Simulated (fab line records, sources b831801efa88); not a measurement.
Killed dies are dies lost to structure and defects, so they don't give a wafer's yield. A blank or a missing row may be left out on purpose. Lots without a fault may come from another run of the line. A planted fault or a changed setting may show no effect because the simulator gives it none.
Chamber matching | flow gf180mcu | GF_V1_CMP_04 on cmp-01: 4 sister chambers
The step polishes SiO2. 4 wafers are shown with their chamber, then 8 later ones without.

WAFERS WITH THEIR CHAMBER
wafer  | chamber | motor_current_A (A)
L291.6 | 3       | 10.4
L292.1 | 0       | 11.2
L295.4 | 2       | 11.2
L296.1 | 1       | 12.3

WAFERS WITHOUT THEIR CHAMBER
wafer  | motor_current_A (A)
L296.2 | 11.4
L296.3 | 10.5
L297.3 | 11.3
L297.4 | 10.8
L297.5 | 10.9
L298.2 | 12.4
L298.3 | 12.0
L298.4 | 11.1

WHICH CHAMBER EACH WENT THROUGH
wafer  | from the rows above          | in truth
L296.2 | can't be placed: 0 or 2      | 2
L296.3 | 3                            | 3
L297.3 | can't be placed: 0 or 2      | 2
L297.4 | can't be placed: 0 or 2 or 3 | 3
L297.5 | can't be placed: 0 or 2 or 3 | 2
L298.2 | 1                            | 1
L298.3 | 1                            | 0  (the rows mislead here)
L298.4 | can't be placed: 0 or 2      | 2
Placed correctly: 2 of 8. Can't be placed from these rows: 5 (the true chamber is among the candidates in 5). Placed wrongly: 1.
How it was worked out, from the rows above alone: a wafer's distance from a chamber is the root of the sum, over the readings, of the square of ((its reading less the chamber's mean) divided by the reading's scatter). The wafer belongs to the nearest chamber; if the next one is less than 2 further off, it can't be placed. A chamber's mean is the mean of its shown wafers. The scatter: with one shown wafer a chamber, the root of the mean of the squares of how far each hidden wafer lies from its nearest shown one.
